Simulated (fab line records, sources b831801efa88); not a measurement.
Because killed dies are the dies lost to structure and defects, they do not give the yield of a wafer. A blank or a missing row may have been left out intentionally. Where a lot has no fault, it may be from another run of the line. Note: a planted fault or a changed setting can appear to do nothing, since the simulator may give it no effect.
Problem report in the 8D (eight disciplines) form, filled by code | flow sky130 | the parts of the form that need people (team, actions taken, sign-off) are left out

1. WHAT IS WRONG
Across 6 wafers from 2 lots, NWELL_2_TW at SKY_NWELL_TW_MEAS_26 averages 30, while fault-free wafers read 498 with a standard deviation of 6. That is -78 standard deviations from the usual mean.
Earliest sighting: wafer L598.1 on film metro-02 at day 9 04:31. Wafers with a number at this step in the record: 42, from 14 lots. The rule behind "out" and "out of limits": a value lying over 4 standard deviations away from the usual mean. The other wafers with a number count as sound.

2. WHAT IT IS; WHAT IT IS NOT
question                    | is                           | is not
which readings at this step | NWELL_2_TW                   | -
which lots                  | L598, L599                   | L584, L585, L586, L587, L588, L590, L591, L592, L593, L595, L604, L605
which wafers of those lots  | all that have a number       | -
read on which gauges        | film metro-02, film metro-03 | film metro-04
when                        | from day 9 04:31             | up to then (30 sound wafers); but 6 sound wafers of L604, L605 came after

3. THE SUSPECTS, EACH WITH WHAT RULES IT OUT
Counting: any tool at a process step up to the reading is kept as a suspect provided that every lot that is out went through it and no sound lot did after the first of them.
- the gauge at SKY_NWELL_TW_MEAS_26: ruled out. 2 gauges (film metro-02, film metro-03) read the wafers that are out.
- litho track-04 at SKY_NWELL_DEVELOP_22 (develop time 60 s): kept. It ran every lot that is out, first L598 (day 9 04:00), and no sound lot after that; its last sound lot up to then is L595 (day 8 09:00).
Left after counting: litho track-04 at SKY_NWELL_DEVELOP_22.

4. THE CAUSE (what the simulator had put in)
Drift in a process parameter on litho track-04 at SKY_NWELL_DEVELOP_22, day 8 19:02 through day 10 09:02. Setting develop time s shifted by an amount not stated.
Only this tool survived the counting.

5. THE EFFECT CHAIN, in route order
Each row: a reading where the mean over the struck wafers with a number is more than 3 standard deviations away from the usual. Readings are gone through only where the record gives a usual standard deviation; hours: the median, over the lots, of the time from a lot's start at the first step in this table giving one to that lot's start at this step; sigmas: the change measured in usual standard deviations.
hours | step                 | reading    | usual | on struck wafers | change | sigmas
0     | SKY_NWELL_TW_MEAS_26 | NWELL_2_TW | 498   | 30               | -468   | -78
Readings that are blank on the struck wafers while sound wafers have them: NWELL_01_OVL at SKY_NWELL_OVL_MEAS_23.
Later measuring or inspecting steps at which every struck wafer that the step has a row for has a number for every such reading, and none has moved that far: SKY_VT_ADJUST_HVTP_CD_MEAS_07, SKY_VT_ADJUST_HVTP_OVL_MEAS_08.

6. HOW IT WOULD HAVE BEEN CAUGHT EARLIER
Counted from the fault's start at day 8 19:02, it took 9 hours until the first out-of-limits reading at a measuring or inspecting step in this record, taken at day 9 04:31.
Between SKY_NWELL_DEVELOP_22 and SKY_NWELL_TW_MEAS_26, SKY_NWELL_OVL_MEAS_23 gave no NWELL_01_OVL on the struck wafers, where sound wafers have one: a measuring or inspecting step that comes back empty is itself a sign.
Of the tool readings at SKY_NWELL_DEVELOP_22 for which the record gives a usual standard deviation, none was out on any struck wafer, so an alarm limit of 4 standard deviations on them would not have fired.
L599, from the lots that are out (2), started SKY_NWELL_DEVELOP_22 on litho track-04 later than day 9 04:31. Holding the tool at that time would have saved it.
